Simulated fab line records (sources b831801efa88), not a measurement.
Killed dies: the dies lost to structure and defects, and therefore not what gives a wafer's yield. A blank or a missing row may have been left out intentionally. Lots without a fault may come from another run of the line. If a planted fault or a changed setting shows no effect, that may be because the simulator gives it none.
A lot that was struck, set against a sound lot -- flow gf180mcu -- 23 out of 602 route steps
Sound: the wafers L981.1, L981.2, L981.4. Struck: wafer L992.2 (L992.1, L992.6, from the same lot, were not struck and are left out); the cause is given at the end.
Order at every step that has rows: each side's tool, ch and its chambers, its first start. Under that, the readings that differ: sound wafers -- struck wafers -- difference of the means -- sigmas: that difference in standard deviations of wafers without a fault.
alike: readings whose means differ by less than 2 such deviations, and words and numbers that are the same on both sides. not compared: withheld readings, readings that some wafer has no value for, bounds like >300 that may hide the same value, and numbers for which the record gives no deviation and whose values overlap.
The two part at a step that has a row with sigmas, a row that says differs or no value, or rows on one side only. Non-overlapping numbers with no deviation appear without sigmas and do not part them. A reading missing from all wafers of one side parts the sides only when that side holds two or more wafers.

first, 2 steps without rows for these wafers: GF_HV_LDD_PEB_29; GF_HV_LDD_DEVELOP_30 (develop time 60 s).
GF_HV_LDD_CD_MEAS_31: the cd target is 400 nm.
  sound: cdSem-02 at day 11 21:30; struck: cdSem-01 at day 16 02:15
  alike: cdNm
GF_HV_LDD_OVL_MEAS_32:
  sound: overlay-02 at day 11 21:37; struck: overlay-02 at day 16 02:22
  alike: HV_LDD_02_OVL
then, 4 steps without rows for these wafers: GF_HV_LDD_IMPLANT_33; GF_HV_LDD_IMPLANT_34; GF_HV_LDD_IMPLANT_35; GF_HV_LDD_IMPLANT_36.
GF_HV_LDD_STRIP_37: strips in O2/N2.
  sound on plasmaAsher-02 ch 0,1, day 11 22:16; struck on plasmaAsher-01 ch 0, day 16 03:01
reading,sound,struck,difference,sigmas
drypumpMotorCurrentA (A),5.8 6.0 6.0,4.8,-1.1,-3
  alike: heaterPowerW, oesProductAu, stripTimeToEndpointS
  not compared: rfHoursCounterH
GF_HV_LDD_TW_MEAS_38:
  sound: filmMetro-02 at day 11 22:22; struck: filmMetro-02 at day 16 03:07
  alike: HV_LDD_3_TW
then, 2 steps without rows for these wafers: GF_HV_LDD_DEHYDRATE_39 (time 60 s); GF_HV_LDD_HMDS_40 (prime time 60 s).
GF_HV_LDD_COAT_41: resist thk 1000 nm.
  sound on lithoTrack-01 ch 0, day 12 07:54; struck on lithoTrack-03 ch 0, day 16 13:47
reading,sound,struck,difference,sigmas
model.NOVOLAK_of_HV_LDD_COAT_41.thkNm (nm),1007 1001 1005,428.9,-575.4,
then, 3 steps without rows for these wafers: GF_HV_LDD_SOFTBAKE_42 (time 60 s); GF_HV_LDD_EXPOSE_43 (exposes mask Pplus HV AREA, target cd 400 nm); GF_HV_LDD_PEB_44.
GF_HV_LDD_DEVELOP_45: develop time 60 s.
  sound on lithoTrack-03 ch 0, day 12 17:08; struck on lithoTrack-03 ch 0, day 17 01:38
reading,sound,struck,difference,sigmas
model.NOVOLAK_of_HV_LDD_COAT_41.thkNm (nm),1006 1001 1004,428.5,-575.2,
GF_HV_LDD_CD_MEAS_46: the cd target is 400 nm.
  sound: cdSem-01 at day 12 17:17; struck: cdSem-01 at day 17 01:47
reading,sound,struck,difference,sigmas
cdNm (nm),399.2 400.0 401.3,480.2,+80.0,+36
GF_HV_LDD_OVL_MEAS_47:
  sound: overlay-01 at day 12 17:25; struck: overlay-01 at day 17 01:55
  alike: HV_LDD_03_OVL
after that, 1 step had no rows for these wafers: GF_HV_LDD_IMPLANT_48.
GF_HV_LDD_STRIP_49: strips in O2/N2.
  sound on plasmaAsher-03 ch 0,1, day 12 17:36; struck on plasmaAsher-02 ch 1, day 17 02:06
reading,sound,struck,difference,sigmas
heaterPowerW (W),326 446 430,291,-110,-2
oesProductAu (a.u.),0.717 0.721 0.711,0.477,-0.239,-51
stripTimeToEndpointS (s),12.71 12.64 12.69,5.80,-6.88,-99 or more
  alike: drypumpMotorCurrentA
  not compared: rfHoursCounterH
GF_HV_LDD_TW_MEAS_50:
  sound: filmMetro-04 at day 12 17:42; struck: filmMetro-04 at day 17 02:12
  alike: HV_LDD_4_TW
-- here the record skips 16 days between the struck wafers' starts before and after, leaving off in module HV_LDD and picking up in module PASSIVATION (first step shown: number 602 of the route) --
GF_PASSIVATION_PROBE_99:
  only the struck wafers here have rows in the record (prober-02, day 32 22:41); the sound ones have none

## WHERE THEY PART
Last at GF_PASSIVATION_PROBE_99 as far as this record goes, first at GF_HV_LDD_STRIP_37.

WHY: what had been put in by the simulator
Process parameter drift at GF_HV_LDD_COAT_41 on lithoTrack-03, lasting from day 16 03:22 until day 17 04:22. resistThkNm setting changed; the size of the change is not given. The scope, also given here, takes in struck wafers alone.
